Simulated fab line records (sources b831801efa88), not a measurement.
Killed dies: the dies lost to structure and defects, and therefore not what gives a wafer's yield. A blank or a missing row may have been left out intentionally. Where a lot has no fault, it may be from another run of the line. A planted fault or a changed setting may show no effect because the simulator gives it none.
fab line records	flow sky130
record: lots: 13	wafers: 39	lastDay: 50
route steps=708 shown LDD_HVP@285 SPACER@305 SD_N@346 LI_CONTACT@363
lots with no fault: from the same line, run without faults
startH: hours from the record's first day to the start of the lot's first wafer shown	waitH: hours elapsed since this lot's preceding step	" repeats the value in the row above	L1.1+2: a row that stands for several wafers	- value missing, or start not given	* or withheld: withheld	< > ~ a bound
route shown NAME@n: a module of which the file shows steps, and the number in the route of the first	usual: mean/standard deviation of fault-free wafers	same: alike in all rows	chamber/n: place in a boat	sites: readings site by site	_std_site: the values' standard deviation	_edge_site: the outer-site mean with the inner-site mean subtracted	radiusMm: for every site, how far away it sits from the centre of the wafer	mask NAME#n: copy n	behind: the tool/chamber that last shaped the wafer	hold: the reason the lot was held/the length of the hold in hours/how it ended	device: transistor that didn't switch, given as n, p or np	end of line: tests run on the same wafers once the route is complete	step lacking rows: just its recipe	killed: at the first sort, the dies lost to defects and structure; wafer yield is something else	map: per-die view of a wafer (x killed, . not killed, _ where there is no die)
set.NAME: the setting the step ran with; set.NAME@STEP: the setting that earlier step ran with	model.NAME: the simulator's own value behind a step, which no gauge read
the route's steps for a sample of lots (tables are steps, rows are wafers)
services: from which hour (startH, from the record's first day; less than 0 if before it) a tool's chamber was out of use, for how many hours, and why
== steps ==
step: SKY_LDD_HVP_OVL_MEAS_07
usual: LDD_HVP_OVL: 0.1/1.2
lot.wafer	tool	chamber	startH	waitH	LDD_HVP_OVL[nm]
L816.1	overlay-02	-	489.06	0.1	-0.3
L816.2	"	-	"	"	0.0
L816.6	"	-	"	"	3.1
L818.4	overlay-01	-	508.84	0.1	-2.5
L818.5	"	-	"	"	-1.6
L818.6	"	-	"	"	-0.2
L819.3	overlay-02	-	523.89	0.1	0.5
L819.4	"	-	"	"	0.6
L819.5	"	-	"	"	1.2
L820.3	overlay-02	-	530.89	0.1	-1.3
L820.5	"	-	"	"	-0.1
L820.6	"	-	"	"	-0.4
L821.1	overlay-02	-	541.71	0.1	0.3
L821.4	"	-	"	"	-0.3
L821.6	"	-	"	"	-1.1
L826.1	overlay-02	-	587.89	0.1	-0.7
L826.3	"	-	"	"	-0.4
L826.4	"	-	"	"	-1.6
L827.2	overlay-02	-	595.65	0.1	3.5
L827.3	"	-	"	"	0.1
L827.4	"	-	"	"	2.2
L831.2	overlay-01	-	619.50	0.1	-1.0
L831.5	"	-	"	"	-0.1
L831.6	"	-	"	"	-0.6
L832.2	overlay-02	-	637.77	0.1	0.8
L832.5	"	-	"	"	-0.6
L832.6	"	-	"	"	-2.2
L833.1	overlay-01	-	639.82	0.1	2.1
L833.4	"	-	"	"	0.7
L833.5	"	-	"	"	1.2
L834.1	overlay-02	-	651.69	0.1	-0.7
L834.5	"	-	"	"	-0.7
L834.6	"	-	"	"	-0.7
L835.2	overlay-02	-	656.08	0.1	0.9
L835.3	"	-	"	"	0.5
L835.5	"	-	"	"	0.2
L838.1	overlay-01	-	689.29	0.1	0.5
L838.3	"	-	"	"	0.3
L838.5	"	-	"	"	-0.1
step: SKY_SPACER_THK_MEAS_01
recipe: reads: Si3N4_of_SPACER_CVD_00
usual: SPACER_CVD_00_THK: 43.1/0.36
lot.wafer	tool	chamber	startH	waitH	SPACER_CVD_00_THK[nm]
L816.1	filmMetro-03	-	522.39	0.0	43.4
L816.2	"	-	"	"	43.5
L816.6	"	-	"	"	43.3
L818.4	filmMetro-04	-	544.29	0.0	43.3
L818.5	"	-	"	"	43.3
L818.6	"	-	"	"	43.5
L819.3	filmMetro-02	-	555.94	0.0	43.2
L819.4	"	-	"	"	42.9
L819.5	"	-	"	"	43.2
L820.3	filmMetro-02	-	563.70	0.0	43.5
L820.5	"	-	"	"	43.1
L820.6	"	-	"	"	43.7
L821.1	filmMetro-02	-	575.27	0.0	42.7
L821.4	"	-	"	"	43.0
L821.6	"	-	"	"	42.9
L826.1	filmMetro-03	-	620.22	0.0	42.8
L826.3	"	-	"	"	42.5
L826.4	"	-	"	"	43.0
L827.2	filmMetro-03	-	629.10	0.0	42.9
L827.3	"	-	"	"	43.4
L827.4	"	-	"	"	43.3
L831.2	filmMetro-04	-	651.16	0.0	43.1
L831.5	"	-	"	"	43.1
L831.6	"	-	"	"	43.1
L832.2	filmMetro-02	-	669.06	0.0	43.6
L832.5	"	-	"	"	43.9
L832.6	"	-	"	"	44.0
L833.1	filmMetro-02	-	670.94	0.0	43.5
L833.4	"	-	"	"	43.0
L833.5	"	-	"	"	43.5
L834.1	filmMetro-02	-	683.49	0.0	43.2
L834.5	"	-	"	"	43.6
L834.6	"	-	"	"	43.0
L835.2	filmMetro-02	-	687.54	0.0	43.1
L835.3	"	-	"	"	43.2
L835.5	"	-	"	"	43.2
L838.1	filmMetro-03	-	720.94	0.0	42.7
L838.3	"	-	"	"	42.6
L838.5	"	-	"	"	42.8
step: SKY_SD_N_EXPOSE_04
recipe: maskId: NSDM	na: 0.6	sourceShape: conventional	sigmaOuter: 0.6	polarization: unpolarized	targetCdNm: 380	doseMj: 141
lot.wafer	tool	chamber	startH	waitH	mask
L816.1+2+6	ilineStepper-02	0	627.88	-	NSDM#0
L818.4+5+6	ilineStepper-01	0	649.42	-	NSDM#0
L819.3+4+5	ilineStepper-02	0	659.84	-	NSDM#0
L820.3+5+6	ilineStepper-02	0	667.98	-	NSDM#0
L821.1+4+6	ilineStepper-02	0	679.94	-	NSDM_R1#0
L826.1+3+4	ilineStepper-01	0	722.74	-	NSDM#0
L827.2+3+4	ilineStepper-02	0	731.13	-	NSDM#0
L831.2+5+6	ilineStepper-02	0	750.99	-	NSDM#0
L832.2+5+6	ilineStepper-02	0	768.50	-	NSDM#0
L833.1+4+5	ilineStepper-01	0	769.21	-	NSDM#0
L834.1+5+6	ilineStepper-02	0	779.76	-	NSDM#0
L835.2+3+5	ilineStepper-01	0	784.27	-	NSDM#0
L838.1+3+5	ilineStepper-01	0	814.74	-	NSDM#0
step: SKY_SD_N_CD_MEAS_07
recipe: targetCdNm: 380
usual: cdNm: 379.7/2.4
lot.wafer	tool	chamber	startH	waitH	hold	cdNm
L816.1	cdSem-01	-	642.03	0.1	-	376.7
L816.2	"	-	"	"	-	378.2
L816.6	"	-	"	"	-	376.0
L818.4	cdSem-02	-	663.64	0.1	-	380.3
L818.5	"	-	"	"	-	382.7
L818.6	"	-	"	"	-	381.2
L819.3	cdSem-01	-	674.28	0.1	-	376.2
L819.4	"	-	"	"	-	375.9
L819.5	"	-	"	"	-	378.6
L820.3	cdSem-02	-	682.46	0.1	-	380.9
L820.5	"	-	"	"	-	379.7
L820.6	"	-	"	"	-	380.2
L821.1	cdSem-01	-	694.39	0.1	awaitDispo/0.2h/release	336.7
L821.4	"	-	"	"	awaitDispo/0.2h/release	334.9
L821.6	"	-	"	"	awaitDispo/0.2h/release	334.8
L821.1	cdSem-01	-	694.68	0.3	-	336.9
L821.4	"	-	"	"	-	334.7
L821.6	"	-	"	"	-	334.8
L826.1	cdSem-01	-	736.23	0.1	-	380.8
L826.3	"	-	"	"	-	380.9
L826.4	"	-	"	"	-	379.6
L827.2	cdSem-02	-	744.09	0.1	-	383.1
L827.3	"	-	"	"	-	383.6
L827.4	"	-	"	"	-	382.3
L831.2	cdSem-02	-	763.81	0.1	-	380.1
L831.5	"	-	"	"	-	380.7
L831.6	"	-	"	"	-	380.3
L832.2	cdSem-02	-	781.36	0.1	-	380.0
L832.5	"	-	"	"	-	379.3
L832.6	"	-	"	"	-	378.0
L833.1	cdSem-02	-	781.78	0.1	-	379.1
L833.4	"	-	"	"	-	381.7
L833.5	"	-	"	"	-	381.0
L834.1	cdSem-02	-	792.78	0.1	-	380.9
L834.5	"	-	"	"	-	384.4
L834.6	"	-	"	"	-	381.0
L835.2	cdSem-01	-	797.91	0.1	-	380.3
L835.3	"	-	"	"	-	378.2
L835.5	"	-	"	"	-	379.6
L838.1	cdSem-02	-	827.83	0.1	-	381.3
L838.3	"	-	"	"	-	379.5
L838.5	"	-	"	"	-	377.7
step: SKY_LI_CONTACT_THK_MEAS_01
recipe: reads: PSG_of_LI_CONTACT_HDPCVD_00
usual: LI_CONTACT_HDPCVD_THK: 931/13
lot.wafer	tool	chamber	startH	waitH	LI_CONTACT_HDPCVD_THK[nm]
L816.1	filmMetro-03	-	643.35	0.1	912
L816.2	"	-	"	"	930
L816.6	"	-	"	"	934
L818.4	filmMetro-01	-	664.94	0.0	936
L818.5	"	-	"	"	919
L818.6	"	-	"	"	915
L819.3	filmMetro-03	-	675.58	0.1	928
L819.4	"	-	"	"	940
L819.5	"	-	"	"	934
L820.3	filmMetro-01	-	683.77	0.1	956
L820.5	"	-	"	"	952
L820.6	"	-	"	"	933
L821.1	filmMetro-04	-	698.82	0.1	951
L821.4	"	-	"	"	925
L821.6	"	-	"	"	945
L826.1	filmMetro-01	-	737.55	0.1	943
L826.3	"	-	"	"	955
L826.4	"	-	"	"	937
L827.2	filmMetro-01	-	745.41	0.1	929
L827.3	"	-	"	"	920
L827.4	"	-	"	"	920
L831.2	filmMetro-01	-	765.12	0.1	936
L831.5	"	-	"	"	937
L831.6	"	-	"	"	931
L832.2	filmMetro-04	-	782.67	0.1	933
L832.5	"	-	"	"	931
L832.6	"	-	"	"	935
L833.1	filmMetro-01	-	783.19	0.1	931
L833.4	"	-	"	"	939
L833.5	"	-	"	"	936
L834.1	filmMetro-04	-	794.40	0.1	928
L834.5	"	-	"	"	931
L834.6	"	-	"	"	915
L835.2	filmMetro-03	-	799.22	0.1	938
L835.3	"	-	"	"	908
L835.5	"	-	"	"	930
L838.1	filmMetro-01	-	829.17	0.1	907
L838.3	"	-	"	"	928
L838.5	"	-	"	"	919
== services ==
tool	chamber	startH	hours	kind
ilineStepper-02	-	604.39	2.6	repair
ilineStepper-02	-	606.95	1.7	pm
ilineStepper-02	-	634.83	2.1	pm
ilineStepper-02	-	636.91	-	consumableReplace:lamp
ilineStepper-01	-	667.98	2.5	repair
ilineStepper-01	-	678.52	1.7	pm
ilineStepper-01	-	727.77	7.8	repair
ilineStepper-02	-	756.53	4.4	pm
ilineStepper-01	0	791.59	-	calibration
== key ==
firstSign: step: SKY_SD_N_EXPOSE_04	reading: mask	direction: changed
effect: step: SKY_SD_N_CD_MEAS_07	reading: visit	direction: added
effect: step: SKY_SD_N_CD_MEAS_07	reading: cdNm	direction: down	sigmas: 19	usual: 379.7	struck: 335.5
metAt SKY_SD_N_EXPOSE_04
struckLots L821
testerLeftOut L821
notActingAt SKY_LDD_HVP_OVL_MEAS_07,SKY_SPACER_THK_MEAS_01,SKY_LI_CONTACT_THK_MEAS_01
onsetBetween 667.98 679.94
fault: kind: wrongMask	tool: any	chamber: -	onsetH: 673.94	steps: SKY_SD_N_EXPOSE_04	auxCopy: NSDM_R1#0	cdOffsetNm: -46	scope: struckLotsOnly
testerLeftOut: of these lots the tester's yield and bins aren't shown, on N5 and GAA mostly nor the transistor test; their killed dies are dies lost to structure and defects alone, not to doping, threshold or leakage, so they don't give the yield
